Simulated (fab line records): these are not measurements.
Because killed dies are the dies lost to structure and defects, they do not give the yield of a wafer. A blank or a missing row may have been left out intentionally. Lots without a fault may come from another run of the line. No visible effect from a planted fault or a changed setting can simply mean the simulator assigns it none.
The tool behind it: which one? ; flow sky130 ; 13 lots, 39 wafers sampled, at 2 steps of a route of 708

== WHAT EACH GAUGE READ, for each wafer ==
The record holds no reading of a measuring or inspecting step that can be judged against a usual standard deviation.

== WHAT TOOL EACH LOT RAN ON (gives the tool, then ch and the chambers of the sampled wafers, and finally the start) ==
lot;SKY_METAL2_SPUTTER_01;SKY_PAD_OPEN_PROBE_99
L569;pvd_sputter-03, day 33 21:26;prober-02, day 45 14:26
L571;pvd_sputter-03, day 34 07:44;prober-01, day 45 18:52
L570;pvd_sputter-02, day 34 16:25;prober-02, day 46 06:37
L573;pvd_sputter-02, day 35 09:32;prober-02, day 46 17:02
L574;pvd_sputter-03, day 35 13:30;prober-01, day 46 21:23
L577;pvd_sputter-03, day 36 06:38;prober-01, day 47 12:38
L576;pvd_sputter-03, day 36 09:39;prober-02, day 47 13:26
L578;pvd_sputter-03, day 36 13:53;prober-01, day 47 14:45
L588;pvd_sputter-03, day 40 05:02;prober-01, day 50 11:52
L589;pvd_sputter-01, day 40 07:10;prober-01, day 50 13:33
L590;pvd_sputter-02, day 40 08:07;prober-01, day 50 14:44
L591;pvd_sputter-02, day 40 11:23;prober-01, day 50 15:30
L592;pvd_sputter-03, day 40 17:56;prober-02, day 50 17:50
- SKY_METAL2_SPUTTER_01: material TiN, target thk 20 nm, time 16.7 s.
- SKY_PAD_OPEN_PROBE_99

== WHAT THE TOOLS THEMSELVES READ (means of the sampled wafers that have a number; where no wafer has one, the mark that the record gives instead) ==
SKY_METAL2_SPUTTER_01. Usual: chamber_pressure_pa 0.4000 Pa, standard deviation 0.00083; throttle_valve_pct 30.2 %, standard deviation 1.1.
lot;tool;chamber_pressure_pa (Pa);throttle_valve_pct (%);flag
L569;pvd_sputter-03;0.4004;29.5;
L571;pvd_sputter-03;0.3998;30.3;
L570;pvd_sputter-02;0.4007;30.7;
L573;pvd_sputter-02;0.4000;30.0;
L574;pvd_sputter-03;0.4002;30.4;
L577;pvd_sputter-03;0.4000;30.0;
L576;pvd_sputter-03;0.4001;30.1;
L578;pvd_sputter-03;0.3738;31.5;OFF
L588;pvd_sputter-03;0.3992;30.3;
L589;pvd_sputter-01;0.3998;29.2;
L590;pvd_sputter-02;0.4004;31.1;
L591;pvd_sputter-02;0.4008;31.4;
L592;pvd_sputter-03;0.4001;30.4;

SKY_PAD_OPEN_PROBE_99. Usual: defect_limited_yield 82.3 %, standard deviation 2; killed_at_M0_to_M3 44, standard deviation 7.9; killed_at_M4_up 3.1, standard deviation 1.9; killed_at_contacts 24, standard deviation 4.6; killed_at_front_end 16, standard deviation 4.9; killed_at_other 0.3, standard deviation 0.6; killed_dies 87, standard deviation 9.7; killed_open 48, standard deviation 7.2; killed_short 39, standard deviation 5.6; sort_bin_3_pad_short 0.8 %, standard deviation 0.47; sort_bin_5_function 10.4 %, standard deviation 1.5; sort_bin_6_memory 6.5 %, standard deviation 1.1; sort_n_pass 405, standard deviation 9.7; sort_yield_pct 82.3 %, standard deviation 2.
lot;tool;defect_limited_yield (%);killed_at_M0_to_M3;killed_at_M4_up;killed_at_contacts;killed_at_front_end;killed_at_other;killed_dies;killed_open;killed_short;sort_bin_3_pad_short (%);sort_bin_5_function (%);sort_bin_6_memory (%);sort_n_pass;sort_yield_pct (%);flag
L569;prober-02;80.2;46;2.3;28;21;0.0;98;56;42;1.1;11.9;6.8;394;80.2;
L571;prober-01;83.1;38;2.7;28;14;0.3;83;51;31;0.7;9.0;7.1;409;83.1;
L570;prober-02;81.0;51;2.7;24;16;0.0;93;48;45;0.5;11.5;6.9;399;81.0;
L573;prober-02;79.6;59;3.0;23;15;0.3;101;57;44;1.2;11.0;8.2;391;79.6;
L574;prober-01;82.2;45;2.0;30;11;0.0;88;49;38;1.3;10.2;6.4;404;82.2;
L577;prober-01;84.0;38;3.0;24;14;0.0;79;46;33;0.2;10.0;5.9;413;84.0;
L576;prober-02;84.1;33;2.3;23;19;0.0;78;43;35;0.7;9.1;6.1;414;84.1;
L578;prober-01;82.3;49;3.3;21;14;0.3;87;51;36;0.9;8.9;7.8;405;82.3;
L588;prober-01;82.7;42;2.0;22;19;0.3;85;45;40;1.0;10.4;5.9;407;82.7;
L589;prober-01;81.1;49;5.0;26;14;0.0;93;56;36;0.7;10.3;7.9;399;81.1;
L590;prober-01;83.6;38;4.7;21;17;0.3;81;43;38;0.3;9.1;7.0;411;83.6;
L591;prober-01;82.1;48;3.3;21;14;1.3;88;47;40;1.2;10.3;6.4;404;82.1;
L592;prober-02;82.1;46;2.0;23;16;0.7;88;49;38;0.5;10.8;6.5;404;82.1;

== THE ANSWER, worked out from the rows above alone ==
Rule: lot off if the mean of its wafers having a number is beyond 3 standard deviations from the usual mean. A lot without any number at a reading at which 4 lots or more have one is off too. The other lots that the step has rows for count as sound. The gauges are gone through in route order, then the tools' own readings, and for those a lot's mean is taken as printed above. The first step at which some lot is off is used, and at that step the reading that is off furthest; a lot without a number counts as furthest.
Off: L578 (SKY_METAL2_SPUTTER_01, chamber_pressure_pa).
A tool fits if, at that step or a process step before it, it ran every lot that is off, and no sound lot after the first of them. Of those tried, none fits.

== WHAT HAD BEEN PUT IN BY THE SIMULATOR ==
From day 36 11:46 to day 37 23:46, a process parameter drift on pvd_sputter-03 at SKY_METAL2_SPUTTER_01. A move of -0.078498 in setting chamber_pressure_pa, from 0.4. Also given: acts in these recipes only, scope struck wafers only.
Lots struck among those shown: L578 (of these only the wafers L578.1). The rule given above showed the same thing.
